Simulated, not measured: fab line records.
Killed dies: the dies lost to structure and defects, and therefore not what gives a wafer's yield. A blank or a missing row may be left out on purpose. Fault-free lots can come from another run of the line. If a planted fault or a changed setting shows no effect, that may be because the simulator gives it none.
8D (eight disciplines) problem report, filled in by code -- flow gf180mcu -- the parts of the form that need people (team, actions taken, sign-off) are left out

## 1. PROBLEM STATEMENT
Mean of prime-temp-c at GF_M5_HMDS_01: 115.24 C across 6 wafers in 2 lots; on wafers with no fault it is 120.01 C (standard deviation 0.15). Relative to the usual mean, that is a shift of -32 standard deviations.
The step: prime time 60 s.
Seen first at day 28 15:44 on litho-track-03, wafer L251.1. Wafers with a number at this step in the record: 39, from 13 lots. Rule for "out" (also "out of limits"): further than 4 standard deviations from the usual mean. All remaining wafers that have a number are taken as sound.

## 2. WHAT IT IS, WHAT IT ISN'T
question,is,is not
which readings at this step,prime-temp-c,-
which lots,"L251, L252","L243, L244, L246, L247, L249, L257, L258, L259, L262, L263, L265"
which wafers of those lots,all that have a number,-
read on which tools,litho-track-03,"litho-track-02, litho-track-04"
when,from day 28 15:44,"up to then (15 sound wafers); but 18 sound wafers of L257, L258, L259, L262, L263, L265 came after"

## 3. SUSPECTS, AND WHAT RULES EACH OUT
Counting: a tool at any process step up to the reading remains a suspect when it ran all the lots that are out and ran no sound lot after the first of those.
- pvd-sputter-01 at GF_MIM_SPUTTER_01 (material TiN, target thk 30 nm, time 25 s): ruled out as a lasting fault. Sound lots L257, L263 ran on it after its first lot that is out, L251 (day 27 08:39).
- litho-track-03 at GF_M5_HMDS_01 (prime time 60 s): ruled out as a lasting fault. Sound lots L262, L265 ran on it after its first lot that is out, L251 (day 28 15:44).
Left after counting: nothing in the record.

## 4. THE CAUSE (what the simulator had put in)
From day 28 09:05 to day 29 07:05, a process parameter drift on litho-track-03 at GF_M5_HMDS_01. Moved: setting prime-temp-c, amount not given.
Counting ruled it out, wrongly.

## 5. THE EFFECT CHAIN, in route order
One row per reading whose mean, taken over the struck wafers that have a number, lies over 3 standard deviations from the usual. Readings are gone through only where the record gives a usual standard deviation; hours: the median, over the lots, of the time from a lot's start at the first step in this table giving one to that lot's start at this step; sigmas: the change measured in usual standard deviations.
hours,step,reading,usual,on struck wafers,change,sigmas
0,GF_M5_HMDS_01,prime-temp-c,120.01 C,115.24,-4.77,-32
Process steps it contains:
- GF_M5_HMDS_01: prime time 60 s.

## 6. WHAT WOULD HAVE CAUGHT IT SOONER
The fault began at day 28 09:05; the first out-of-limits reading in this record came at day 28 15:44, 7 hours later.
